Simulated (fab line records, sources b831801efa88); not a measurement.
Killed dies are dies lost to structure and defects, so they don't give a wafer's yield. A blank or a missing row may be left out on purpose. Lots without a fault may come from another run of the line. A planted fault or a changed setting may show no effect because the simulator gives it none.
One fault seen from 2 desks | flow sky130 | each desk has only its own numbers; what lay behind them comes last

THE METROLOGY DESK
What the gauges read, lot by lot, whatever tool the lot ran on: means of the sampled wafers that have a number. A lot is out of limits, marked OUT, if its mean lies more than 4 standard deviations from the usual mean; the brackets give that distance.
Columns: A = cd_nm at SKY_LI_CONTACT_CD_MEAS_12, usual 170.0 nm; B = LI_CONTACT_OVL at SKY_LI_CONTACT_OVL_MEAS_13, usual 3 nm
lot  | first seen here | A     | B
L736 | day 32 09:26    | 171.6 | 2
L739 | day 32 11:32    | 170.6 | 2
L744 | day 33 09:51    | 169.6 | 3
L745 | day 33 23:07    | 172.5 | 5
L746 | day 34 00:34    | 169.8 | -1
L752 | day 36 05:41    | 169.4 | 6
This desk's finding: nothing out of limits on any of the 6 lots.

THE TOOL OWNER'S DESK: pvd_sputter-03
The tool's own readings at SKY_LI_CONTACT_SPUTTER_19 (material Ti, target thk 20 nm, time 106.37 s): means of the sampled wafers that have a number, for each lot that ran on this tool. A lot is out of limits, marked OUT, if its mean lies more than 4 standard deviations from the usual mean; the brackets give that distance.
Columns: A = cathode_dc_power_W at SKY_LI_CONTACT_SPUTTER_19, usual 2499.9 W; B = throttle_valve_pct at SKY_LI_CONTACT_SPUTTER_19, usual 30.1 %
lot  | first seen here | A      | B
L736 | day 32 09:56    | 2500.0 | 30.4
L744 | day 33 10:27    | 2500.0 | 30.4
L745 | day 33 23:41    | 2499.9 | 30.0
This desk's finding: nothing out of limits on any of the 3 lots.

PUT TOGETHER
The metrology desk saw nothing out of limits.
The tool owner's desk saw nothing out of limits.

WHAT THE SIMULATOR HAD PUT IN
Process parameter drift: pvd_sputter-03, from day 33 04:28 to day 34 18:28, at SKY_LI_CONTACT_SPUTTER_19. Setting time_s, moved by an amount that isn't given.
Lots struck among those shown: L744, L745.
